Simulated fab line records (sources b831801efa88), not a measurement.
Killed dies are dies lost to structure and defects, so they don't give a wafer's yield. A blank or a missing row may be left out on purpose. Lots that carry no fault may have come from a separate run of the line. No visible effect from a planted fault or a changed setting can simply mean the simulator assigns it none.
Comparing a struck lot with a sound one | flow sky130 | 16 out of 708 route steps
Sound: these wafers, L844.2, L844.4, L844.6. Wafers struck: L837.2, L837.5, L837.6. The cause is given at the end.
At each step with rows: each side's tool, then ch and its chambers, then its first start. Under that, the readings that differ: sound wafers | struck wafers | difference of the means | sigmas: that difference in standard deviations of wafers without a fault.
alike: readings with means less than 2 such deviations apart, plus words and numbers identical on both sides. not compared: withheld readings, readings lacking a value on some wafer, bounds such as >300 that could conceal the same value, and numbers that have no deviation in the record and whose values overlap.
The two part at a step that has a row with sigmas, a row that says differs or no value, or rows on one side only. When numbers do not overlap yet have no deviation, they are printed without sigmas and do not part them. A reading missing from all wafers of one side parts the sides only when that side holds two or more wafers.

SKY_GATE_OXIDE_TW_MEAS_14:
  sound on film_metro-04 at day 18 13:04; struck on film_metro-02 at day 15 20:03
  alike: GATE_OXIDE_TW
then, 3 steps without rows for these wafers: SKY_GATE_OXIDE_CLEAN_15 (cleans in SC1/SC2, time 150 s); SKY_GATE_OXIDE_OXIDATION_16 (stabilise 600 s, purge 300 s, target thk 3.57 nm); SKY_POLY_GATE_CVD_00 (deposits poly-Si, target thk 180 nm, time 720 s).
SKY_POLY_GATE_THK_MEAS_01:
  sound on film_metro-04 at day 18 17:02; struck on film_metro-01 at day 16 00:03
  reading                   | sound             | struck            | difference | sigmas
  POLY_GATE_CVD_00_THK (nm) | 177.2 176.1 178.1 | 180.7 180.4 180.0 | +3.2       | +2
then, 7 steps without rows for these wafers: SKY_RES_PROTECT_DEHYDRATE_00 (time 60 s); SKY_RES_PROTECT_HMDS_01 (prime time 60 s); SKY_RES_PROTECT_COAT_02 (resist thk 1140 nm); SKY_RES_PROTECT_SOFTBAKE_03 (time 60 s); SKY_RES_PROTECT_EXPOSE_04 (exposes mask RPM, target cd 1270 nm); SKY_RES_PROTECT_PEB_05; SKY_RES_PROTECT_DEVELOP_06 (develop time 60 s).
SKY_POLY_GATE_IMPLANT_02:
  sound on implanter-02 ch 0, day 20 00:10; struck on implanter-04 ch 0, day 17 04:10
  reading                          | sound                      | struck                     | difference | sigmas
  beam_on_s (s)                    | 34.9 35.1 34.1             | 37.9 36.9 39.0             | +3.2       | +4
  end_station_pressure_torr (Torr) | 1.11e-05 1.05e-05 1.03e-05 | 3.88e-05 3.78e-05 3.62e-05 | +2.70e-05  | +48
  faraday_current_uA               | 12078 12064 12356          | 11084 11338 10737          | -1113      | -4
SKY_RES_PROTECT_STRIP_07: strips in O2/N2.
  sound on plasma_asher-03 ch 0, day 20 00:18; struck on plasma_asher-04 ch 0,1, day 17 04:18
  reading                      | sound             | struck            | difference | sigmas
  strip_time_to_endpoint_s (s) | 23.34 23.34 23.32 | 23.56 23.56 23.54 | +0.22      | +5
  alike: drypump_motor_current_A, oes_product_au
  not compared: rf_hours_counter_h
SKY_RES_PROTECT_TW_MEAS_08:
  sound on film_metro-01 at day 20 00:25; struck on film_metro-02 at day 17 04:25
  alike: POLY_GATE_TW
-- the record jumps here: 30 days lie between the struck wafers' starts before and after (it left off in module RES_PROTECT and takes up again in module PAD_OPEN, whose first step shown is number 708 of the route) --
SKY_PAD_OPEN_PROBE_99:
  sound on prober-02 at day 49 03:25; struck on prober-02 at day 47 15:02
  reading                          | sound             | struck            | difference | sigmas
  model.etest.res_poly.line_ohm_um | 511.6 506.7 513.2 | 473.5 468.9 482.8 | -35.4      |
  model.etest.licon_poly.rc_ohm    | 146.9 149.7 151.1 | 141.1 143 138.8   | -8.3       |
  model.etest.res_poly.rs_ohm_sq   | 48.61 48.75 48.26 | 45.69 45.66 45.48 | -2.93      |
  alike: killed_at_M0_to_M3, killed_at_M4_up, killed_at_contacts, killed_at_front_end, killed_at_other, killed_dies, killed_open, killed_short

== WHERE THEY PART ==
Earliest at SKY_POLY_GATE_THK_MEAS_01; latest, in this record, at SKY_RES_PROTECT_STRIP_07. Later steps at which nothing parts them and some readings are alike: SKY_RES_PROTECT_TW_MEAS_08, SKY_PAD_OPEN_PROBE_99.

WHY: what had been put in by the simulator
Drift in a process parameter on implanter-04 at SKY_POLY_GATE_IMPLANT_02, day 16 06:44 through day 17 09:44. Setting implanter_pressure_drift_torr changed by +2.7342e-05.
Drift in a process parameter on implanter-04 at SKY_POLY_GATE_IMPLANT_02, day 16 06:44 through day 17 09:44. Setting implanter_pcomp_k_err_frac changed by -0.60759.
